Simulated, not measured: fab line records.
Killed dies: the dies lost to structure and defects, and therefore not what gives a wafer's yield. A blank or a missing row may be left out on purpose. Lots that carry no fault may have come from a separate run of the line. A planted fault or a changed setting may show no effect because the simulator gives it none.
Split-lot study | flow sfq-line | 5 lots, 23 wafers read, on a route of 325 steps

THE SPLIT
At SFQ_TRILAYER_I0_DEP_PECVD_027 (deposits SiO2 from SiH4/N2O, time 111.11 s, target thk 500 nm), the setting time-s was moved away from the recipe's 111.11 s on 10 of the 23 wafers read, by -8.3% to +14.2%. All remaining wafers had this setting at the recipe value.

The reading is taken at the split's own step.

THE READING
SiO2_of_TRILAYER_I0_DEP_PECVD_027.thk-nm (the simulator's own value, which no gauge read), in nm, at SFQ_TRILAYER_I0_DEP_PECVD_027 (deposits SiO2 from SiH4/N2O, time 111.11 s, target thk 500 nm). The file gives no usual value for it. Across the 13 wafers here that went through the recipe, the average is 502.8 nm and the standard deviation 6.9 nm.

wafer  | tool, chamber at the split | time-s as run, s | against the recipe | SiO2_of_TRILAYER_I0_DEP_PECVD_027.thk-nm, nm | against lot-mates on the recipe
L076.2 | pecvd-02, 2                | 126.9            | +14.2%             | 564.6                                        | +63.8
L076.3 | pecvd-02, 0                | 111.11           | recipe             | 494.5                                        | -
L076.4 | pecvd-02, 0                | 111.11           | recipe             | 505.6                                        | -
L076.5 | pecvd-02, 1                | 126.9            | +14.2%             | 571.4                                        | +70.6
L076.6 | pecvd-02, 2                | 111.11           | recipe             | 502.3                                        | -
L077.1 | pecvd-04, 0                | 120              | +8.0%              | 549.4                                        | +42.2
L077.2 | pecvd-04, 2                | 120              | +8.0%              | 534.9                                        | +27.8
L077.3 | pecvd-04, 1                | 111.11           | recipe             | 511                                          | -
L077.4 | pecvd-04, 0                | 120              | +8.0%              | 553.6                                        | +46.5
L077.6 | pecvd-04, 2                | 111.11           | recipe             | 503.3                                        | -
L079.2 | pecvd-04, 2                | 111.11           | recipe             | 495.6                                        | -
L079.4 | pecvd-04, 2                | 111.11           | recipe             | 502                                          | -
L079.6 | pecvd-04, 0                | 111.11           | recipe             | 518                                          | -
L082.1 | pecvd-02, 2                | 101.9            | -8.3%              | 458                                          | -49.7
L082.3 | pecvd-02, 1                | 101.9            | -8.3%              | 457.8                                        | -49.9
L082.4 | pecvd-02, 1                | 101.9            | -8.3%              | 462.8                                        | -44.9
L082.5 | pecvd-02, 0                | 111.11           | recipe             | 506.9                                        | -
L082.6 | pecvd-02, 2                | 111.11           | recipe             | 508.5                                        | -
L084.1 | pecvd-02, 1                | 111.11           | recipe             | 495.9                                        | -
L084.2 | pecvd-02, 2                | 111.11           | recipe             | 494.5                                        | -
L084.3 | pecvd-02, 0                | 103.7            | -6.7%              | 468.9                                        | -27.4
L084.4 | pecvd-02, 2                | 111.11           | recipe             | 498.6                                        | -
L084.5 | pecvd-02, 0                | 103.7            | -6.7%              | 474.8                                        | -21.5

FIT RESULTS
A straight line over all 23 wafers: SiO2_of_TRILAYER_I0_DEP_PECVD_027.thk-nm changes by +4.91 nm for each +1% of time-s; r = +0.98; the points scatter about the line by 6.8 nm.
The same after taking each lot's own level away (the mean of its wafers on the recipe; 23 wafers): +4.91 nm for each +1%; r = +0.98; scatter 6.7 nm.
According to that fit, moving time-s by its largest amount changes the reading by 70 nm.
The lots' own levels span 496.33 to 507.70 nm, that is 1.7 times the standard deviation above.
So the lot-to-lot level changes the slope little: the two slopes agree.
Check: +71 nm against its lot-mates is what the line predicts for one of the wafers moved furthest among these (+14.2%) when that wafer is left out of the fit. It came out at +63.8 nm against them.

THE OTHER SPLITS THESE WAFERS WENT THROUGH
Note: prior to the reading, these wafers also went through further splits. Each is held against what the fit with the lots' levels taken away leaves over:
other split on the same wafers                | wafers away from the commonest value | r with SiO2_of_TRILAYER_I0_DEP_PECVD_027.thk-nm (lot level and that fit taken away)
SFQ_TRILAYER_INCOMING_OXIDATION_002 ox-time-s | 15                                   | -0.08
SFQ_TRILAYER_M0_LITHO_COAT_026 resist-thk-nm  | 7                                    | +0.36
SFQ_TRILAYER_M0_LITHO_PEB_024 peb-time-s      | 9                                    | -0.10

THE WHOLE CHAIN: every reading that the file lists as answering this split, in the file's order
step                          | what it does                                                  | reading                                                                                   | change (the file's fit)              | r (the file's)
SFQ_TRILAYER_I0_DEP_PECVD_027 | deposits SiO2 from SiH4/N2O, time 111.11 s, target thk 500 nm | SiO2_of_TRILAYER_I0_DEP_PECVD_027.thk-nm (the simulator's own value, which no gauge read) | +4.82 nm for each +1% of the setting | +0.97
SFQ_TRILAYER_I0_CMP_CMP_028   | polishes SiO2                                                 | time-to-endpoint-s                                                                        | withheld for each +1% of the setting | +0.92

FILE'S OWN FIT
SiO2_of_TRILAYER_I0_DEP_PECVD_027.thk-nm changes by +4.82 nm for each +1% of time-s, r = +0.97.
